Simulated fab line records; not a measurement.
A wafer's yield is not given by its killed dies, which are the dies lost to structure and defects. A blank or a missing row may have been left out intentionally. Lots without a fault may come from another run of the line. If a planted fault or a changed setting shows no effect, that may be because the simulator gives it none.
A struck lot beside a sound one :: flow sky130 :: 29 steps out of a route of 708
Sound: wafers L379.1, L379.3, L379.6. Wafers struck: L377.1, L377.3, L377.4. The cause is named last.
At each step with rows: each side's tool, then ch and its chambers, then its first start. Under that, the readings that differ: sound wafers :: struck wafers :: difference of the means :: sigmas: that difference in standard deviations of wafers without a fault.
alike: same words and numbers on both sides, and readings whose means sit less than 2 such deviations apart. not compared: any withheld reading, any reading some wafer has no value for, any bound like >300 that may hide the same value, and any number with overlapping values for which the record gives no deviation.
Wherever a step has rows on one side only, a row that says differs or no value, or a row with sigmas, the two part there. Non-overlapping numbers with no deviation appear without sigmas and do not part them. A reading that every wafer of one side lacks parts them only if that side has two wafers or more.

SKY_PWDE_STRIP_09: strips in O2/N2.
  sound on plasmaAsher-01 ch 0,1, day 7 01:54; struck on plasmaAsher-02 ch 0,1, day 6 12:18
  alike: drypumpMotorCurrentA, n2FlowSccm, oesProductAu, stripTimeToEndpointS
  not compared: rfHoursCounterH
SKY_PWDE_TW_MEAS_10:
  sound on filmMetro-04, day 7 02:00; struck on filmMetro-03, day 6 12:24
  alike: PWDE_TW
then, 7 steps without rows for these wafers: SKY_NWELL_DEHYDRATE_03 (time 60 s); SKY_NWELL_HMDS_04 (prime time 60 s); SKY_NWELL_COAT_05 (resist thk 3000 nm); SKY_NWELL_SOFTBAKE_06; SKY_NWELL_EXPOSE_07 (exposes mask NWM, target cd 840 nm); SKY_NWELL_PEB_08; SKY_NWELL_DEVELOP_09 (develop time 60 s).
SKY_NWELL_OVL_MEAS_10:
  sound on overlay-02, day 7 21:58; struck on overlay-01, day 7 07:38
  alike: NWELL_00_OVL
then, 2 steps without rows for these wafers: SKY_NWELL_IMPLANT_11; SKY_NWELL_IMPLANT_12.
SKY_NWELL_IMPLANT_13:
  struck on implanter-03, day 7 07:58; sound on implanter-01 ch 0, day 7 22:17
  no value came back on the struck wafers for beamEnergyKeV, beamOnS (s); on the sound wafers beamEnergyKeV reads 50.011 50.014 49.987
SKY_NWELL_STRIP_14: strips in O2/N2.
  sound on plasmaAsher-04 ch 0,1, day 7 22:26; struck on plasmaAsher-04 ch 0,1, day 7 08:07
  alike: drypumpMotorCurrentA, n2FlowSccm, oesProductAu, stripTimeToEndpointS
  not compared: rfHoursCounterH
SKY_NWELL_TW_MEAS_15:
  sound on filmMetro-02, day 7 22:32; struck on filmMetro-04, day 7 08:15
reading: NWELL_TW
sound: 1826 1827 1828
struck: 1791 1785 1788
difference: -39
sigmas: -2
then, 7 steps without rows for these wafers: SKY_NWELL_DEHYDRATE_16 (time 60 s); SKY_NWELL_HMDS_17 (prime time 60 s); SKY_NWELL_COAT_18 (resist thk 3000 nm); SKY_NWELL_SOFTBAKE_19; SKY_NWELL_EXPOSE_20 (exposes mask NWM COMPLEMENT, target cd 840 nm); SKY_NWELL_PEB_21; SKY_NWELL_DEVELOP_22 (develop time 60 s).
SKY_NWELL_OVL_MEAS_23:
  sound on overlay-01, day 8 18:59; struck on overlay-02, day 8 03:49
  alike: NWELL_01_OVL
following that, these wafers have no rows for 1 step: SKY_NWELL_IMPLANT_24.
SKY_NWELL_STRIP_25: strips in O2/N2.
  sound on plasmaAsher-04 ch 0,1, day 8 19:10; struck on plasmaAsher-04 ch 0,1, day 8 04:00
  alike: drypumpMotorCurrentA, n2FlowSccm, oesProductAu, stripTimeToEndpointS
  not compared: rfHoursCounterH
SKY_NWELL_TW_MEAS_26:
  sound on filmMetro-04, day 8 19:16; struck on filmMetro-02, day 8 04:06
  alike: NWELL_2_TW
then, 1 step without rows for these wafers: SKY_NWELL_CLEAN_27 (cleans in SC1/SC2, time 150 s).
SKY_NWELL_RTA_28: time 30 s.
  sound on rtpAnneal-02 ch 0, day 8 19:23; struck on rtpAnneal-02 ch 0, day 8 04:13
  alike: annealTempCMax, lampPowerPct, wafer_temp_C_max
SKY_NWELL_RS_MEAS_29: measurement is done with a four-point probe.
  sound on filmMetro-03, day 8 19:29; struck on filmMetro-03, day 8 04:25
reading: NWELL_RS (ohm/sq)
sound: 624.9 623.7 625.1
struck: 650.1 650.2 651.4
difference: +26.0
sigmas: +14

WHERE THEY PART
At SKY_NWELL_IMPLANT_13 first; at SKY_NWELL_RS_MEAS_29 last (within this record only).

WHY: whatever the simulator had introduced
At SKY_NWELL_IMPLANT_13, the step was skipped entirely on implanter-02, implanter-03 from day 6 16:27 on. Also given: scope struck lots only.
